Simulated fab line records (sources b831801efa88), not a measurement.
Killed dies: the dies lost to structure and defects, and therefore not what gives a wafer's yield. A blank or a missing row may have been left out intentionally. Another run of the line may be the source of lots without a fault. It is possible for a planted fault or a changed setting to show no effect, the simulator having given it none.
Chamber matching    flow gf180mcu    GF_M5_ETCH_09 on rie_diel-01: 4 sister chambers
The step etches Si3N4 in CF4/O2, target depth 52 nm, time 11.6 s. 8 wafers are shown with their chamber, then 10 later ones without.

## WAFERS PAIRED WITH THEIR CHAMBERS
wafer   chamber  drypump_motor_current_A (A)  oes_product_au (a.u.)
L084.5  0        5.5                          1.007
L086.1  1        4.9                          0.985
L086.3  3        5.4                          1.003
L086.4  0        5.5                          1.007
L086.5  3        5.4                          1.009
L086.6  2        6.3                          0.995
L091.2  2        6.4                          0.986
L091.4  1        4.9                          0.990

## WAFERS WITH NO CHAMBER GIVEN
wafer   drypump_motor_current_A (A)  oes_product_au (a.u.)
L091.6  6.3                          0.988
L092.1  5.6                          1.000
L092.2  5.4                          0.995
L092.3  6.3                          0.997
L092.4  5.4                          1.001
L092.5  6.3                          0.986
L092.6  5.6                          1.012
L095.1  5.5                          1.006
L095.2  6.4                          0.991
L095.3  5.4                          0.996

## WHICH CHAMBER EACH ONE RAN IN
wafer   from the rows above      in truth
L091.6  2                        2
L092.1  0                        0
L092.2  can't be placed: 3 or 0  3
L092.3  2                        2
L092.4  can't be placed: 3 or 0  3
L092.5  2                        2
L092.6  0                        0
L095.1  0                        0
L095.2  2                        2
L095.3  can't be placed: 3 or 0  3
7 of 10 placed correctly. From these rows, 3 cannot be placed; in 3 the true chamber is one of the candidates. Number placed wrongly: 0.
How it was worked out, from the rows above alone: a wafer's distance from a chamber is the root of the sum, over the readings, of the square of ((its reading less the chamber's mean) divided by the reading's scatter). If the next closest chamber is less than 2 further off than the closest, the wafer can't be placed; otherwise it belongs to the closest. For every chamber, the mean is computed from those of its wafers that are shown. How the scatter is found: for the shown wafers, subtract from each reading the mean of its chamber, square and add these, divide the total by (wafers less chambers), then take the root.
